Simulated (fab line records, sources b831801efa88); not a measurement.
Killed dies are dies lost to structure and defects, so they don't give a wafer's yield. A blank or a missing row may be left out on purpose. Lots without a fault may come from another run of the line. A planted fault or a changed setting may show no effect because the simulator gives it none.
Chamber matching | flow gf180mcu | GF_CONTACT_CMP_04 on cmp-02: 4 sister chambers
The step polishes SiO2. 4 wafers are shown with their chamber, then 12 later ones without.

WAFERS WITH THEIR CHAMBER
wafer  | chamber | motor_current_A (A)
L085.1 | 2       | 12.2
L085.4 | 0       | 10.7
L089.3 | 3       | 10.9
L089.6 | 1       | 12.4

WAFERS WITHOUT THEIR CHAMBER
wafer  | motor_current_A (A)
L090.2 | 13.5
L090.3 | 10.2
L090.6 | 10.8
L093.1 | 12.6
L093.5 | 11.9
L093.6 | 12.6
L095.1 | 12.7
L095.4 | 10.8
L095.5 | 10.6
L096.2 | 10.8
L096.4 | 12.3
L096.5 | 10.9

WHICH CHAMBER EACH WENT THROUGH
wafer  | from the rows above          | in truth
L090.2 | can't be placed: 1 or 2      | 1
L090.3 | can't be placed: 0 or 3      | 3
L090.6 | can't be placed: 3 or 0      | 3
L093.1 | can't be placed: 1 or 2      | 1
L093.5 | can't be placed: 2 or 1 or 3 | 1
L093.6 | can't be placed: 1 or 2      | 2
L095.1 | can't be placed: 1 or 2      | 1
L095.4 | can't be placed: 3 or 0      | 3
L095.5 | can't be placed: 0 or 3      | 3
L096.2 | can't be placed: 3 or 0      | 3
L096.4 | can't be placed: 1 or 2      | 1
L096.5 | can't be placed: 3 or 0      | 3
Placed correctly: 0 of 12. Can't be placed from these rows: 12 (the true chamber is among the candidates in 12). Placed wrongly: 0.
How it was worked out, from the rows above alone: a wafer's distance from a chamber is the root of the sum, over the readings, of the square of ((its reading less the chamber's mean) divided by the reading's scatter). The wafer belongs to the nearest chamber; if the next one is less than 2 further off, it can't be placed. A chamber's mean is the mean of its shown wafers. The scatter: with one shown wafer a chamber, the root of the mean of the squares of how far each hidden wafer lies from its nearest shown one.
